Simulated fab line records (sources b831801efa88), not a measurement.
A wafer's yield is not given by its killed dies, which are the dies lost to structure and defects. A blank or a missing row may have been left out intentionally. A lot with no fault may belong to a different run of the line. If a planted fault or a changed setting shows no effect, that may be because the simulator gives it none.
Chamber matching ; flow sky130 ; rieDiel-03 running SKY_VIA3_ETCH_14: 4 sister chambers
The step etches BARC in N2/H2, stops on SiO2, time 45.9 s, target depth 60 nm. 8 wafers are shown with their chamber, then 11 later ones without.

WAFERS, EACH WITH ITS CHAMBER
wafer;chamber;drypumpMotorCurrentA (A);oesProductAu (a.u.)
L080.4;1;5.4;0.858
L080.6;3;5.8;0.854
L082.1;0;5.1;0.852
L082.5;1;5.4;0.852
L084.2;0;5.1;0.854
L084.5;3;5.9;0.857
L084.6;2;5.6;0.848
L085.3;2;5.6;0.853

WAFERS WITHOUT THEIR CHAMBER
wafer;drypumpMotorCurrentA (A);oesProductAu (a.u.)
L085.4;5.2;0.859
L085.5;5.9;0.848
L091.2;5.4;0.852
L091.4;5.9;0.855
L091.5;5.9;0.859
L093.3;5.6;0.860
L093.4;5.4;0.853
L093.5;5.4;0.851
L095.2;5.8;0.861
L095.3;5.4;0.861
L095.5;5.1;0.864

WHICH CHAMBER EACH ONE RAN IN
wafer;from the rows above;in truth
L085.4;0;0
L085.5;3;3
L091.2;1;1
L091.4;3;3
L091.5;3;3
L093.3;2;2
L093.4;1;1
L093.5;1;1
L095.2;3;3
L095.3;1;1
L095.5;0;0
Correct placement for 11 of the 11. From these rows, 0 cannot be placed. Wrongly placed: 0.
How it was worked out, from the rows above alone: a wafer's distance from a chamber is the root of the sum, over the readings, of the square of ((its reading less the chamber's mean) divided by the reading's scatter). If the next closest chamber is less than 2 further off than the closest, the wafer can't be placed; otherwise it belongs to the closest. For every chamber, the mean is computed from those of its wafers that are shown. The scatter is the square root of a quotient: the sum, over the shown wafers, of each reading's squared deviation from its chamber's mean, divided by wafers minus chambers.
